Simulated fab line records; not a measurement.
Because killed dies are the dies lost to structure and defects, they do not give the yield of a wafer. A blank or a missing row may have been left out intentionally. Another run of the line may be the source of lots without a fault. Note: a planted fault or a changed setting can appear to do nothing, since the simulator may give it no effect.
What tool caused it?    flow sky130    34 wafers from 12 lots sampled at 5 of the route's 708 steps

## WHAT EACH GAUGE READ, for each wafer
Not one reading of a measure or inspect step in the record can be checked against a usual standard deviation.

## EACH LOT AND THE TOOL THAT RAN IT (in order: tool; ch and the chambers of the sampled wafers; start)
lot   SKY_LI_CONTACT_CMP_24          SKY_LOCAL_INTERCONNECT_SPUTTER_00  SKY_METAL1_SPUTTER_01         SKY_VIA1_CMP_02                SKY_VIA1_ETCH_15
L867  cmp-01 ch 0,1,3, day 28 09:35  pvd_sputter-04, day 28 09:47       pvd_sputter-02, day 30 21:04  cmp-01 ch 0,2, day 32 01:43    rie_diel-01 ch 1,2, day 33 05:18
L870  cmp-02 ch 0,2,3, day 29 22:36  pvd_sputter-04, day 29 22:54       pvd_sputter-01, day 32 09:11  cmp-02 ch 1,2,3, day 33 12:41  rie_diel-03 ch 0,1,2, day 34 16:49
L872  cmp-01 ch 0,1,2, day 30 08:17  pvd_sputter-04, day 30 08:35       pvd_sputter-04, day 32 18:47  cmp-01 ch 0,1,2, day 33 23:05  rie_diel-03 ch 1,2, day 35 01:40
L873  cmp-01 ch 0,3, day 30 16:25    pvd_sputter-04, day 30 16:34       pvd_sputter-02, day 33 01:54  cmp-01 ch 0,2, day 34 06:22    rie_diel-02 ch 2,3, day 35 09:25
L874  cmp-01 ch 1, day 31 07:52      pvd_sputter-02, day 31 08:10       pvd_sputter-02, day 33 16:47  cmp-01 ch 2, day 34 21:11      rie_diel-02 ch 2, day 35 23:19
L876  cmp-02 ch 0,1,2, day 31 21:56  pvd_sputter-03, day 31 22:14       pvd_sputter-02, day 34 07:20  cmp-01 ch 0,1,2, day 35 11:08  rie_diel-01 ch 0,2,3, day 36 14:08
L882  cmp-02 ch 0,1, day 35 01:55    pvd_sputter-03, day 35 02:10       pvd_sputter-01, day 37 09:50  cmp-02 ch 2,3, day 38 13:37    rie_diel-03 ch 2,3, day 39 15:11
L881  cmp-02 ch 1,2,3, day 35 03:12  pvd_sputter-02, day 35 03:30       pvd_sputter-04, day 37 12:26  cmp-02 ch 1,3, day 38 16:41    rie_diel-01 ch 0,2, day 39 17:52
L883  cmp-02 ch 0,1,3, day 35 14:40  pvd_sputter-03, day 35 14:55       pvd_sputter-02, day 37 21:20  cmp-01 ch 1,2,3, day 39 00:48  rie_diel-02 ch 0,1,2, day 40 02:41
L886  cmp-02 ch 0,1, day 36 04:45    pvd_sputter-02, day 36 05:00       pvd_sputter-04, day 38 10:56  cmp-01 ch 2,3, day 39 13:34    rie_diel-02 ch 2,3, day 40 14:44
L890  cmp-01 ch 1,2, day 37 02:30    pvd_sputter-04, day 37 02:45       pvd_sputter-04, day 39 08:45  cmp-01 ch 0,1,2, day 40 10:26  rie_diel-02 ch 0,1,2, day 41 12:02
L889  cmp-01 ch 0,2, day 37 07:25    pvd_sputter-02, day 37 07:43       pvd_sputter-04, day 39 14:02  cmp-01 ch 1,2,3, day 40 15:47  rie_diel-01 ch 0,1,2, day 41 17:40
- SKY_LI_CONTACT_CMP_24: polishes, stops on PSG, t overpolish 20 s, target thk 0 nm.
- SKY_LOCAL_INTERCONNECT_SPUTTER_00: material TiN, target thk 100 nm, time 83.3 s.
- SKY_METAL1_SPUTTER_01: material TiN, target thk 20 nm, time 16.7 s.
- SKY_VIA1_CMP_02: polishes SiO2.
- SKY_VIA1_ETCH_15: etches SiO2 in C4F8/O2/Ar, stops on TiN, target depth 351 nm, time 54 s.

## AS READ BY THE TOOLS THEMSELVES (means over the sampled wafers that have a number; for cases with no such wafer, the mark the record gives instead)
SKY_LI_CONTACT_CMP_24. Usual: motor_current_A 11.7 A, standard deviation 0.75; overpolish_run_s 19.998 s, standard deviation 0.009; time_to_endpoint_s 97 s, standard deviation 3.7.
lot   tool    motor_current_A (A)  overpolish_run_s (s)  time_to_endpoint_s (s)  flag
L867  cmp-01  11.3                 20.000                98                      
L870  cmp-02  11.9                 20.005                98                      
L872  cmp-01  11.8                 19.999                93                      
L873  cmp-01  11.7                 19.986                96                      
L874  cmp-01  11.4                 19.981                100                     
L876  cmp-02  12.3                 19.999                102                     
L882  cmp-02  11.6                 20.002                99                      
L881  cmp-02  11.6                 19.999                97                      
L883  cmp-02  11.2                 19.997                98                      
L886  cmp-02  11.6                 19.997                100                     
L890  cmp-01  11.8                 19.997                97                      
L889  cmp-01  12.0                 19.999                96                      

SKY_LOCAL_INTERCONNECT_SPUTTER_00. Usual: cathode_dc_power_W 6500.1 W, standard deviation 1.1; chamber_pressure_pa 0.4000 Pa, standard deviation 0.00078; throttle_valve_pct 30.1 %, standard deviation 1.1.
lot   tool            cathode_dc_power_W (W)  chamber_pressure_pa (Pa)  throttle_valve_pct (%)  flag
L867  pvd_sputter-04  6500.4                  0.4002                    30.8                    
L870  pvd_sputter-04  6501.1                  0.3996                    30.6                    
L872  pvd_sputter-04  6500.4                  0.3999                    30.3                    
L873  pvd_sputter-04  6500.5                  0.4008                    30.9                    
L874  pvd_sputter-02  6499.0                  0.4000                    29.5                    
L876  pvd_sputter-03  6500.1                  0.4007                    30.0                    
L882  pvd_sputter-03  6499.6                  0.3999                    31.2                    
L881  pvd_sputter-02  6499.4                  0.4004                    30.4                    
L883  pvd_sputter-03  6500.0                  0.4002                    30.8                    
L886  pvd_sputter-02  6500.3                  0.3999                    29.4                    
L890  pvd_sputter-04  6500.4                  0.3992                    29.6                    
L889  pvd_sputter-02  6499.8                  0.3999                    30.0                    

SKY_METAL1_SPUTTER_01. Usual: cathode_dc_power_W 6499.9 W, standard deviation 1.2; chamber_pressure_pa 0.3999 Pa, standard deviation 0.00085; throttle_valve_pct 30.0 %, standard deviation 1.1.
lot   tool            cathode_dc_power_W (W)  chamber_pressure_pa (Pa)  throttle_valve_pct (%)  flag
L867  pvd_sputter-02  6500.0                  0.3993                    28.8                    
L870  pvd_sputter-01  6500.8                  0.4001                    29.9                    
L872  pvd_sputter-04  6498.8                  0.4004                    29.7                    
L873  pvd_sputter-02  6500.7                  0.3982                    27.9                    
L874  pvd_sputter-02  6499.0                  0.4006                    30.1                    
L876  pvd_sputter-02  6500.3                  0.4000                    29.3                    
L882  pvd_sputter-01  6499.5                  0.3995                    29.9                    
L881  pvd_sputter-04  6499.9                  0.3998                    30.4                    
L883  pvd_sputter-02  6499.7                  0.3999                    30.0                    
L886  pvd_sputter-04  6498.7                  0.4000                    30.5                    
L890  pvd_sputter-04  6501.3                  0.4003                    30.2                    
L889  pvd_sputter-04  6499.8                  0.4002                    29.3                    

SKY_VIA1_CMP_02. Usual: motor_current_A at 12.8 A, with a standard deviation of 0.82.
lot   tool    motor_current_A (A)  flag
L867  cmp-01  12.8                 
L870  cmp-02  13.0                 
L872  cmp-01  12.6                 
L873  cmp-01  12.4                 
L874  cmp-01  13.2                 
L876  cmp-01  12.8                 
L882  cmp-02  13.5                 
L881  cmp-02  12.1                 
L883  cmp-01  13.0                 
L886  cmp-01  13.2                 
L890  cmp-01  12.9                 
L889  cmp-01  12.8                 

SKY_VIA1_ETCH_15. Usual: oes_product_au at 0.978 a.u., with a standard deviation of 0.0055.
lot   tool         oes_product_au (a.u.)  flag
L867  rie_diel-01  0.980                  
L870  rie_diel-03  0.973                  
L872  rie_diel-03  0.969                  
L873  rie_diel-02  0.901                  OFF
L874  rie_diel-02  0.901                  OFF
L876  rie_diel-01  0.934                  OFF
L882  rie_diel-03  0.973                  
L881  rie_diel-01  0.980                  
L883  rie_diel-02  0.977                  
L886  rie_diel-02  0.983                  
L890  rie_diel-02  0.978                  
L889  rie_diel-01  0.976                  

## THE ANSWER, worked out from the rows above alone
Rule: a lot is off if the mean of its wafers that have a number lies more than 3 standard deviations from the usual mean. A lot without any number at a reading at which 4 lots or more have one is off too. All remaining lots with rows at the step are treated as sound. The gauges are gone through in route order, then the tools' own readings, and for those a lot's mean is taken as printed above. The first step at which some lot is off is used, and at that step the reading that is off furthest; a lot without a number counts as furthest.
Off at SKY_VIA1_ETCH_15 (oes_product_au): L873, L874, L876.
If a tool, at that step or one of the process steps before it, ran each lot that is off and ran no sound lot following the first of them, it fits. None of those tried fits.

## WHAT WAS PUT IN BY THE SIMULATOR
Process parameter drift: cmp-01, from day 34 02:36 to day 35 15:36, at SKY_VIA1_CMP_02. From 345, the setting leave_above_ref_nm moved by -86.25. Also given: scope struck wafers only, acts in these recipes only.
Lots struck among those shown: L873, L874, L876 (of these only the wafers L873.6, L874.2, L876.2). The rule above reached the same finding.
